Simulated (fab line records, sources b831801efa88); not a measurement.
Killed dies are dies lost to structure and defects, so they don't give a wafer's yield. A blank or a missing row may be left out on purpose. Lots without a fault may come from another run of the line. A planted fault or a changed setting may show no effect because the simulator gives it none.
Which tool did it? | flow gf180mcu | 12 lots, 36 wafers sampled, at 5 steps of a route of 602

WHAT THE GAUGES READ, wafer by wafer
GF_POLY_GATE_THK_MEAS_17.
lot  | measured     | on            | POLY_GATE_OXIDATION_THK (nm)
L392 | day 10 02:24 | film_metro-01 | 3.92 3.89 3.87
L393 | day 10 09:26 | film_metro-03 | 3.92 3.97 3.92
L395 | day 11 03:10 | film_metro-03 | 4.08 4.08 4.10
L396 | day 11 10:57 | film_metro-01 | 3.99 4.03 4.02
L397 | day 11 19:13 | film_metro-01 | 3.93 3.94 3.99
L398 | day 12 01:52 | film_metro-01 | 4.04 4.06 3.99
L399 | day 12 04:32 | film_metro-01 | 4.00 4.06 4.00
L400 | day 12 10:37 | film_metro-01 | 4.05 4.03 4.08
L402 | day 13 06:32 | film_metro-01 | 4.08 4.14 4.10
L403 | day 13 10:02 | film_metro-02 | 3.99 4.02 4.03
L404 | day 13 19:47 | film_metro-01 | 3.93 4.01 4.02
L405 | day 14 00:38 | film_metro-01 | 4.05 4.04 4.01

GF_HV_LDD_THK_MEAS_57.
lot  | measured     | on            | HV_LDD_CVD_56_THK (nm)
L392 | day 13 08:04 | film_metro-03 | 89.4 89.7 89.8
L393 | day 13 17:09 | film_metro-02 | 89.6 88.8 89.5
L395 | day 14 14:55 | film_metro-04 | 88.2 89.4 88.9
L396 | day 14 21:40 | film_metro-02 | 89.8 89.6 89.1
L397 | day 15 07:28 | film_metro-02 | 89.6 89.4 90.1
L398 | day 15 15:18 | film_metro-02 | 91.3 91.7 91.7
L399 | day 15 17:37 | film_metro-02 | 90.7 90.8 91.1
L400 | day 16 02:05 | film_metro-03 | 90.1 90.1 90.2
L402 | day 16 23:55 | film_metro-04 | 91.5 91.6 90.7
L403 | day 17 04:16 | film_metro-04 | 88.3 89.0 89.0
L404 | day 17 16:33 | film_metro-04 | 90.3 89.7 89.7
L405 | day 17 19:50 | film_metro-04 | 89.9 90.6 89.9

WHICH TOOL RAN EACH LOT (tool, then ch and the chambers of the sampled wafers, then the start)
lot  | GF_HV_LDD_STRIP_22                   | GF_HV_LDD_COAT_41                 | GF_HV_LDD_STRIP_49
L392 | plasma_asher-01 ch 0,1, day 11 13:49 | litho_track-01 ch 0, day 12 18:19 | plasma_asher-04 ch 0,1, day 13 04:55
L393 | plasma_asher-04 ch 0,1, day 11 21:22 | litho_track-02 ch 0, day 13 02:47 | plasma_asher-04 ch 0,1, day 13 13:01
L395 | plasma_asher-01 ch 0,1, day 12 17:24 | litho_track-01 ch 0, day 14 00:41 | plasma_asher-04 ch 0,1, day 14 11:17
L396 | plasma_asher-02 ch 1, day 13 00:40   | litho_track-02 ch 0, day 14 07:43 | plasma_asher-02 ch 0,1, day 14 18:46
L397 | plasma_asher-01 ch 0,1, day 13 09:52 | litho_track-02 ch 0, day 14 16:40 | plasma_asher-02 ch 0,1, day 15 04:34
L398 | plasma_asher-01 ch 0,1, day 13 17:24 | litho_track-04 ch 0, day 15 01:56 | plasma_asher-04 ch 0,1, day 15 12:23
L399 | plasma_asher-04 ch 0,1, day 13 19:25 | litho_track-01 ch 0, day 15 03:46 | plasma_asher-04 ch 0,1, day 15 14:43
L400 | plasma_asher-01 ch 0,1, day 14 03:28 | litho_track-02 ch 0, day 15 11:28 | plasma_asher-04 ch 0,1, day 15 22:28
L402 | plasma_asher-02 ch 0,1, day 15 00:40 | litho_track-02 ch 0, day 16 09:34 | plasma_asher-02 ch 0,1, day 16 21:01
L403 | plasma_asher-04 ch 0,1, day 15 03:46 | litho_track-01 ch 0, day 16 13:16 | plasma_asher-04 ch 0,1, day 17 01:22
L404 | plasma_asher-01 ch 0,1, day 15 15:07 | litho_track-04 ch 0, day 17 01:24 | plasma_asher-04 ch 0,1, day 17 13:11
L405 | plasma_asher-01 ch 0,1, day 15 19:21 | litho_track-02 ch 0, day 17 05:36 | plasma_asher-01 ch 0,1, day 17 16:56
- GF_HV_LDD_STRIP_22: strips in O2/N2.
- GF_HV_LDD_COAT_41: resist thk 1000 nm.
- GF_HV_LDD_STRIP_49: strips in O2/N2.

WHAT THE TOOLS THEMSELVES READ (means of the sampled wafers that have a number; where no wafer has one, the mark that the record gives instead)
GF_HV_LDD_STRIP_22.
lot  | tool            | chamber_pressure_mTorr (mTorr) | drypump_motor_current_A (A) | heater_power_w (W) | oes_product_au (a.u.) | strip_time_to_endpoint_s (s)
L392 | plasma_asher-01 | 1498.3                         | 5.6                         | 344                | 0.718                 | 12.57
L393 | plasma_asher-04 | 1500.4                         | 6.0                         | 366                | 0.717                 | 12.63
L395 | plasma_asher-01 | 1500.6                         | 5.8                         | 323                | 0.717                 | 12.63
L396 | plasma_asher-02 | 1500.0                         | 6.0                         | 320                | 0.718                 | 12.63
L397 | plasma_asher-01 | 1500.5                         | 5.8                         | 325                | 0.719                 | 12.70
L398 | plasma_asher-01 | 1500.1                         | 5.6                         | 349                | 0.712                 | 12.59
L399 | plasma_asher-04 | 1500.4                         | 5.8                         | 335                | 0.716                 | 12.62
L400 | plasma_asher-01 | 1500.0                         | 5.8                         | 326                | 0.718                 | 12.65
L402 | plasma_asher-02 | 1500.1                         | 5.9                         | 325                | 0.715                 | 12.60
L403 | plasma_asher-04 | 1499.3                         | 6.0                         | 364                | 0.714                 | 12.63
L404 | plasma_asher-01 | 1499.6                         | 5.6                         | 346                | 0.714                 | 12.61
L405 | plasma_asher-01 | 1500.2                         | 5.6                         | 347                | 0.714                 | 12.65

GF_HV_LDD_COAT_41.
lot  | tool           | spin_speed_rpm (rpm)
L392 | litho_track-01 | 3000.6
L393 | litho_track-02 | 3000.0
L395 | litho_track-01 | 3001.1
L396 | litho_track-02 | 3001.5
L397 | litho_track-02 | 2999.3
L398 | litho_track-04 | 2999.4
L399 | litho_track-01 | 3000.5
L400 | litho_track-02 | 2999.5
L402 | litho_track-02 | 2837.4
L403 | litho_track-01 | 2998.4
L404 | litho_track-04 | 3001.7
L405 | litho_track-02 | 2835.2

GF_HV_LDD_STRIP_49.
lot  | tool            | chamber_pressure_mTorr (mTorr) | drypump_motor_current_A (A) | heater_power_w (W) | oes_product_au (a.u.) | strip_time_to_endpoint_s (s)
L392 | plasma_asher-04 | 1499.6                         | 5.7                         | 334                | 0.716                 | 12.68
L393 | plasma_asher-04 | 1501.1                         | 6.0                         | 359                | 0.715                 | 12.64
L395 | plasma_asher-04 | 1499.6                         | 5.8                         | 334                | 0.719                 | 12.65
L396 | plasma_asher-02 | 1501.4                         | 5.7                         | 329                | 0.714                 | 12.67
L397 | plasma_asher-02 | 1499.5                         | 5.9                         | 325                | 0.716                 | 12.64
L398 | plasma_asher-04 | 1498.6                         | 6.0                         | 366                | 0.722                 | 12.59
L399 | plasma_asher-04 | 1498.1                         | 6.0                         | 363                | 0.714                 | 12.61
L400 | plasma_asher-04 | 1500.4                         | 6.0                         | 365                | 0.718                 | 12.61
L402 | plasma_asher-02 | 1499.7                         | 5.7                         | 334                | 0.717                 | 12.89
L403 | plasma_asher-04 | 1499.9                         | 6.0                         | 363                | 0.716                 | 12.61
L404 | plasma_asher-04 | 1499.7                         | 6.0                         | 363                | 0.717                 | 12.61
L405 | plasma_asher-01 | 1500.1                         | 5.6                         | 347                | 0.716                 | 12.88

THE ANSWER, worked out from the rows above alone
Rule: what is usual is taken from the lots themselves. Put in order of their means at a reading, lots are off if they are a third of the lots or fewer, leave a main group of 4 or more, and stand apart from it by a gap of 3 or more times the standard deviation of the main group's means; of several such gaps the widest counts. A main group whose means are all the same, to the digits that the tables above print for the reading, isn't used. A lot without any number at a reading at which 4 lots or more have one is off too. The other lots that the step has rows for count as sound. The gauges are gone through in route order, then the tools' own readings, and for those a lot's mean is taken as printed above. The first step at which some lot is off is used, and at that step the reading that is off furthest; a lot without a number counts as furthest.
Off: L402, L405, at GF_HV_LDD_COAT_41 (spin_speed_rpm). The main group: mean 3000.2 rpm, standard deviation 1.
A tool fits if, at that step or a process step before it, it ran every lot that is off, and no sound lot after the first of them. One fits: litho_track-02 at GF_HV_LDD_COAT_41. Its last sound lot is L400 (day 15 11:28), its first lot that is off L402 (day 16 09:34): a fault that began between those two fits.
The tool's own readings at GF_HV_LDD_COAT_41 bear it out: on the lots that are off they differ by more than 5 times the standard deviation of the sound lots' means. spin_speed_rpm reads 2836.3 rpm there against 3000.2 rpm on the sound lots.

WHAT THE SIMULATOR HAD PUT IN
Process parameter drift: litho_track-02, from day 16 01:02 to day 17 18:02, at GF_HV_LDD_COAT_41. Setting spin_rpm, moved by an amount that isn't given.
Lots struck among those shown: L402, L405. The rule above found the same.
